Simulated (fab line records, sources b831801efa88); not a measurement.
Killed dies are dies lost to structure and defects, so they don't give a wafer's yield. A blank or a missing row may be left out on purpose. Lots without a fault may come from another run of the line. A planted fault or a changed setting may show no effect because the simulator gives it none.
Chamber matching | flow gf180mcu | GF_CONTACT_CMP_04 on cmp-02: 4 sister chambers
The step polishes SiO2. 4 wafers are shown with their chamber, then 7 later ones without.

WAFERS WITH THEIR CHAMBER
wafer  | chamber | motor_current_A (A)
L233.3 | 3       | 11.7
L237.4 | 1       | 12.8
L237.5 | 2       | 10.8
L241.3 | 0       | 10.8

WAFERS WITHOUT THEIR CHAMBER
wafer  | motor_current_A (A)
L241.6 | 11.3
L240.1 | 12.7
L240.3 | 11.2
L240.4 | 12.5
L249.2 | 12.0
L249.3 | 11.3
L249.5 | 12.2

WHICH CHAMBER EACH WENT THROUGH
wafer  | from the rows above          | in truth
L241.6 | can't be placed: 3 or 0 or 2 | 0
L240.1 | 1                            | 1
L240.3 | can't be placed: 0 or 2 or 3 | 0
L240.4 | can't be placed: 1 or 3      | 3
L249.2 | can't be placed: 3 or 1      | 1
L249.3 | can't be placed: 3 or 0 or 2 | 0
L249.5 | can't be placed: 3 or 1      | 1
Placed correctly: 1 of 7. Can't be placed from these rows: 6 (the true chamber is among the candidates in 6). Placed wrongly: 0.
How it was worked out, from the rows above alone: a wafer's distance from a chamber is the root of the sum, over the readings, of the square of ((its reading less the chamber's mean) divided by the reading's scatter). The wafer belongs to the nearest chamber; if the next one is less than 2 further off, it can't be placed. A chamber's mean is the mean of its shown wafers. The scatter: with one shown wafer a chamber, the root of the mean of the squares of how far each hidden wafer lies from its nearest shown one.
